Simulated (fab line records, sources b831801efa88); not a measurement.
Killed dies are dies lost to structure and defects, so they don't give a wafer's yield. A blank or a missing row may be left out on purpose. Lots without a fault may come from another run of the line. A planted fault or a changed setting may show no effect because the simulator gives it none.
Split-lot experiment | flow sky130 | 5 lots, 23 wafers read, on a route of 708 steps

THE SPLIT
At SKY_VT_ADJUST_NCORE_EXPOSE_04 (exposes mask LVTN COMPLEMENT THIN, target cd 380 nm), the setting dose_mj was moved away from the recipe's 139 on 6 of the 23 wafers read, by -6.1% to +7.0%. The other wafers ran this setting at the recipe's value.

FROM THE SPLIT TO THE READING: what the file shows between them, 2 steps
- SKY_VT_ADJUST_NCORE_PEB_05
- SKY_VT_ADJUST_NCORE_DEVELOP_06: develop time 60 s

THE READING
cd_nm, in nm, at SKY_VT_ADJUST_NCORE_CD_MEAS_07 (target cd 380 nm). Fault-free wafers of this fab line usually give 379.5 nm, standard deviation 2.9 nm.

wafer  | tool, chamber at the split | dose_mj as run | against the recipe | cd_nm, nm | against lot-mates on the recipe
L074.2 | iline_stepper-02, 0        | 139            | recipe             | 376.8     | -
L074.4 | iline_stepper-02, 0        | 139            | recipe             | 380.1     | -
L074.5 | iline_stepper-02, 0        | 139            | recipe             | 376.6     | -
L076.1 | iline_stepper-01, 0        | 139            | recipe             | 379.3     | -
L076.2 | iline_stepper-01, 0        | 133.4          | -4.0%              | 367.9     | -11.2
L076.4 | iline_stepper-01, 0        | 133.4          | -4.0%              | 363.1     | -16.0
L076.5 | iline_stepper-01, 0        | 139            | recipe             | 378.8     | -
L076.6 | iline_stepper-01, 0        | 139            | recipe             | 379.3     | -
L081.1 | iline_stepper-01, 0        | 139            | recipe             | 382.7     | -
L081.2 | iline_stepper-01, 0        | 139            | recipe             | 381.7     | -
L081.3 | iline_stepper-01, 0        | 139            | recipe             | 379.3     | -
L081.5 | iline_stepper-01, 0        | 139            | recipe             | 380.1     | -
L081.6 | iline_stepper-01, 0        | 139            | recipe             | 381.8     | -
L083.1 | iline_stepper-02, 0        | 148.7          | +7.0%              | 401.9     | +21.1
L083.2 | iline_stepper-02, 0        | 139            | recipe             | 380.6     | -
L083.3 | iline_stepper-02, 0        | 139            | recipe             | 379.1     | -
L083.4 | iline_stepper-02, 0        | 148.7          | +7.0%              | 401.5     | +20.7
L083.6 | iline_stepper-02, 0        | 139            | recipe             | 382.7     | -
L085.1 | iline_stepper-02, 0        | 139            | recipe             | 379.5     | -
L085.2 | iline_stepper-02, 0        | 130.5          | -6.1%              | 361.8     | -17.8
L085.4 | iline_stepper-02, 0        | 139            | recipe             | 380.1     | -
L085.5 | iline_stepper-02, 0        | 130.5          | -6.1%              | 360.2     | -19.4
L085.6 | iline_stepper-02, 0        | 139            | recipe             | 379.3     | -

THE FIT
A straight line over all 23 wafers: cd_nm changes by +3.18 nm for each +1% of dose_mj; r = +0.98; the points scatter about the line by 1.8 nm.
The same after taking each lot's own level away (the mean of its wafers on the recipe; 23 wafers): +3.07 nm for each +1%; r = +0.99; scatter 1.4 nm.
On that fit, the largest move of dose_mj shifts the reading by 21 nm.
The lots' own levels span 377.83 to 381.12 nm, that is 1.1 times the standard deviation above.
So the lot-to-lot level changes the slope little: the two slopes agree.
Check: with one of the wafers moved furthest among these (+7.0%) left out of the fit, the line predicts +21.4 nm for it against its lot-mates. It came out at +21.1 nm against them.

OTHER SPLITS ON THESE WAFERS
These wafers also went through other splits before the reading. Each is held against what the fit with the lots' levels taken away leaves over:
other split on the same wafers           | wafers away from the commonest value | r with cd_nm (lot level and that fit taken away)
SKY_FIELD_ISO_OXIDATION_01 temp_c        | 15                                   | -0.11
SKY_DNWELL_SOFTBAKE_03 temp_c            | 6                                    | +0.32
SKY_PWDE_COAT_02 resist_thk_nm           | 9                                    | +0.30
SKY_PWDE_IMPLANT_08 energy_kev           | 10                                   | -0.19
SKY_NWELL_IMPLANT_24 energy_kev          | 9                                    | -0.27
SKY_VT_ADJUST_HVTP_COAT_02 resist_thk_nm | 6                                    | -0.15
SKY_VT_ADJUST_HVTP_DEVELOP_06 dev_temp_c | 5                                    | +0.02
SKY_VT_ADJUST_LVTN_SOFTBAKE_03 temp_c    | 10                                   | -0.04
SKY_VT_ADJUST_LVTN_IMPLANT_08 energy_kev | 9                                    | +0.09

THE FILE'S OWN FIT
cd_nm changes by +3.07 nm for each +1% of dose_mj, r = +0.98.
